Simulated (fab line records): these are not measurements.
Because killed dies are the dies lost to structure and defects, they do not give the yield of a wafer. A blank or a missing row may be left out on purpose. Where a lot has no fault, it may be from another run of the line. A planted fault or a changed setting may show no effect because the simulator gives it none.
Check of tool commonality ; flow sky130 ; Sampled: 11 lots, 33 wafers

== REASON IT WAS OPENED ==
3 of 11 lots carry a flag on the reading POLY_GATE_CVD_00_THK at SKY_POLY_GATE_THK_MEAS_01. Fault-free wafers read 179.3 nm, with a standard deviation of 1.5.
Rule: a lot is flagged in two cases, either no wafer of it has a number, or all its wafers with numbers fall more than 4 standard deviations from that mean. The other lots count as sound.

lot;measured;on;POLY_GATE_CVD_00_THK (nm), wafer by wafer;flag
L167;day 14 17:33;film-metro-03;177.2 178.1 176.9;
L169;day 15 06:02;film-metro-01;179.7 179.9 180.1;
L172;day 16 03:20;film-metro-02;165.4 136.7 124.0;FLAGGED
L171;day 16 03:25;film-metro-02;91.4 93.5 98.6;FLAGGED
L173;day 16 16:38;film-metro-02;104.1 96.4 100.1;FLAGGED
L181;day 19 08:44;film-metro-02;179.5 179.6 178.5;
L183;day 20 13:19;film-metro-02;178.7 178.4 179.9;
L184;day 20 13:20;film-metro-03;182.4 182.6 182.3;
L185;day 20 22:41;film-metro-01;179.0 179.7 179.9;
L186;day 21 00:00;film-metro-03;180.6 178.5 181.1;
L189;day 22 05:45;film-metro-02;180.5 179.3 179.6;
On average the flagged lots' numbers are 112.2 nm, which is -67.1 nm against the usual, or -45 standard deviations.

== EACH LOT AND THE TOOL IT RAN ON ==
The record holds 1 process step before the reading, out of a route of 708 steps. Read each cell as the tool, then ch plus the chambers that the sampled wafers visited, then the start.
lot;flag;SKY_POLY_GATE_CVD_00
L167;;lpcvd-01 ch 0, day 14 16:19
L169;;lpcvd-01 ch 0, day 15 04:50
L172;FLAGGED;lpcvd-01 ch 1, day 16 02:08
L171;FLAGGED;lpcvd-01 ch 0, day 16 02:08
L173;FLAGGED;lpcvd-01 ch 1, day 16 15:26
L181;;lpcvd-01 ch 0, day 19 07:32
L183;;lpcvd-01 ch 1, day 20 12:07
L184;;lpcvd-01 ch 1, day 20 12:07
L185;;lpcvd-01 ch 1, day 20 21:29
L186;;lpcvd-01 ch 1, day 20 22:48
L189;;lpcvd-01 ch 1, day 22 03:56
These steps, and what they do:
- SKY_POLY_GATE_CVD_00: deposits poly-Si, target thk 180 nm, time 720 s.
- SKY_POLY_GATE_THK_MEAS_01

== FLAGGED AGAINST TOTAL, ONE TOOL AT A TIME (gauges that did the reading follow at the end) ==
step;tool;lots run;flagged;share of the flagged lots;sound lots run after its first flagged lot
SKY_POLY_GATE_CVD_00;lpcvd-01;11;3;all;6 (L181,L183,L184,L185,L186,L189)
SKY_POLY_GATE_THK_MEAS_01;film-metro-01;2;0;none;-
SKY_POLY_GATE_THK_MEAS_01;film-metro-02;6;3;all;3 (L181,L183,L189)
SKY_POLY_GATE_THK_MEAS_01;film-metro-03;3;0;none;-

== WHAT THE TABLE ALLOWS ==
2 rows of the table ran every flagged lot: lpcvd-01 at SKY_POLY_GATE_CVD_00, film-metro-02 at SKY_POLY_GATE_THK_MEAS_01.
- lpcvd-01 at SKY_POLY_GATE_CVD_00 ran 11 lots, 3 of them flagged. Sound lots followed the first flagged one (L181, L183, L184, L185, L186, L189) on it, something a lasting fault affecting the whole tool could not allow. Its own readings lie more than 4 standard deviations out on every wafer of the flagged lots: spike-tc-centre-C, spike-tc-top-C, spike-tc-upper-C, zone-power-centre-pct, zone-power-top-pct, zone-power-upper-pct.
- film-metro-02 at SKY_POLY_GATE_THK_MEAS_01 ran 6 lots, 3 of them flagged. Sound lots followed the first flagged one (L181, L183, L189) on it, something a lasting fault affecting the whole tool could not allow.
Not one row of the table ran every flagged lot while running no sound lot after the first.

== WHAT HAD BEEN PUT IN BY THE SIMULATOR ==
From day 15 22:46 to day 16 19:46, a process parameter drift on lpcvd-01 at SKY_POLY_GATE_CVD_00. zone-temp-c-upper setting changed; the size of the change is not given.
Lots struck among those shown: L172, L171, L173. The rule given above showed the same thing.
